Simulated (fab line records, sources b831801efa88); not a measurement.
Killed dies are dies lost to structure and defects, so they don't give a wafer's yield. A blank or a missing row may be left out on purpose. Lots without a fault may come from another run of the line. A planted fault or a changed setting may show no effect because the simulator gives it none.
A struck lot beside a sound one | flow sky130 | 19 steps out of a route of 708
Sound: wafers L908.1, L908.3, L908.5. Struck: wafers L914.1, L914.3, L914.5. The cause comes at the end.
At each step with rows: each side's tool, then ch and its chambers, then its first start. Under that, the readings that differ: sound wafers | struck wafers | difference of the means | sigmas: that difference in standard deviations of wafers without a fault.
alike: readings whose means differ by less than 2 such deviations, and words and numbers that are the same on both sides. not compared: withheld readings, readings that some wafer has no value for, bounds like >300 that may hide the same value, and numbers for which the record gives no deviation and whose values overlap.
The two part at a step that has a row with sigmas, a row that says differs or no value, or rows on one side only. Numbers that don't overlap but have no deviation are shown without sigmas and don't part them. A reading that every wafer of one side lacks parts them only if that side has two wafers or more.

first, 3 steps without rows for these wafers: SKY_VT_ADJUST_NCORE_EXPOSE_04 (exposes mask LVTN COMPLEMENT THIN, target cd 380 nm); SKY_VT_ADJUST_NCORE_PEB_05; SKY_VT_ADJUST_NCORE_DEVELOP_06 (develop time 60 s).
SKY_VT_ADJUST_NCORE_CD_MEAS_07: target cd 380 nm.
  sound on cd_sem-02, day 12 03:29; struck on cd_sem-01, day 13 10:07
  alike: cd_nm
SKY_VT_ADJUST_NCORE_OVL_MEAS_08:
  sound on overlay-02, day 12 03:37; struck on overlay-01, day 13 10:14
  reading                  | sound          | struck      | difference | sigmas
  VT_ADJUST_NCORE_OVL (nm) | -0.7 -1.9 -1.7 | 0.9 3.1 1.5 | +3.3       | +2
then, 1 step without rows for these wafers: SKY_VT_ADJUST_NCORE_IMPLANT_09.
SKY_VT_ADJUST_NCORE_STRIP_10: strips in O2/N2.
  sound on plasma_asher-03 ch 0,1, day 12 03:48; struck on plasma_asher-01 ch 0, day 13 10:26
  alike: drypump_motor_current_A, oes_product_au, strip_time_to_endpoint_s
  not compared: rf_hours_counter_h
SKY_VT_ADJUST_NCORE_TW_MEAS_11:
  sound on film_metro-02, day 12 03:54; struck on film_metro-01, day 13 10:32
  alike: VT_ADJUST_NCORE_TW
then, 4 steps without rows for these wafers: SKY_VT_ADJUST_HVTR_DEHYDRATE_00 (time 60 s); SKY_VT_ADJUST_HVTR_HMDS_01 (prime time 60 s); SKY_VT_ADJUST_HVTR_COAT_02 (resist thk 1140 nm); SKY_VT_ADJUST_HVTR_SOFTBAKE_03 (time 60 s).
SKY_VT_ADJUST_HVTR_EXPOSE_04: exposes mask HVTRM, target cd 380 nm.
  sound on iline_stepper-01 ch 0, day 12 16:34; struck on iline_stepper-01 ch 0, day 13 23:58
  reading                                | sound                   | struck               | difference | sigmas
  model.VT_ADJUST_HVTR.overlay_x_nm (nm) | -0.1089 -0.1089 -0.1089 | -190.2 -190.2 -190.2 | -190.1     |
  alike: mask, exposure_dose_mJ_cm2
then, 2 steps without rows for these wafers: SKY_VT_ADJUST_HVTR_PEB_05; SKY_VT_ADJUST_HVTR_DEVELOP_06 (develop time 60 s).
SKY_VT_ADJUST_HVTR_CD_MEAS_07: target cd 380 nm.
  sound on cd_sem-01, day 13 05:09; struck on cd_sem-02, day 14 12:47
  alike: cd_nm
SKY_VT_ADJUST_HVTR_OVL_MEAS_08:
  sound on overlay-01, day 13 05:16; struck on overlay-02, day 14 12:55
  reading                 | sound       | struck               | difference | sigmas
  VT_ADJUST_HVTR_OVL (nm) | 1.8 2.5 2.2 | -188.8 -188.9 -189.9 | -191.4     | -99 or more
then, 1 step without rows for these wafers: SKY_VT_ADJUST_HVTR_IMPLANT_09.
-- the record jumps here: 36 days lie between the struck wafers' starts before and after (it left off in module VT_ADJUST_HVTR and takes up again in module PAD_OPEN, whose first step shown is number 708 of the route) --
SKY_PAD_OPEN_PROBE_99:
  sound on prober-02, day 49 04:49; struck on prober-01, day 50 04:18
  reading                                  | sound                   | struck                  | difference | sigmas
  killed_at_other                          | 2 1 2                   | 1 0 0                   | -1         | -2
  killed_short                             | 51 37 50                | 33 31 35                | -13        | -2
  model.etest.pfet_01v8_mvt.drive_ua_um    | 154.1 155.3 154.5       | 137.4 135.6 138.7       | -17.4      |
  model.etest.pfet_01v8_mvt.off_log10_a_um | -10.22 -10.3 -10.21     | -11.96 -11.84 -11.78    | -1.62      |
  model.etest.pfet_01v8_mvt.vt_sat_v (V)   | -0.5417 -0.5433 -0.5429 | -0.7265 -0.7229 -0.7201 | -0.1805    |
  model.etest.pfet_01v8_mvt.vt_v (V)       | -0.6297 -0.629 -0.6307  | -0.7925 -0.7919 -0.7893 | -0.1614    |
  alike: killed_at_M0_to_M3, killed_at_M4_up, killed_at_contacts, killed_at_front_end, killed_dies, killed_open

WHERE THEY PART
First at SKY_VT_ADJUST_NCORE_OVL_MEAS_08; last, within this record, at SKY_PAD_OPEN_PROBE_99.

WHY: what the simulator had put in
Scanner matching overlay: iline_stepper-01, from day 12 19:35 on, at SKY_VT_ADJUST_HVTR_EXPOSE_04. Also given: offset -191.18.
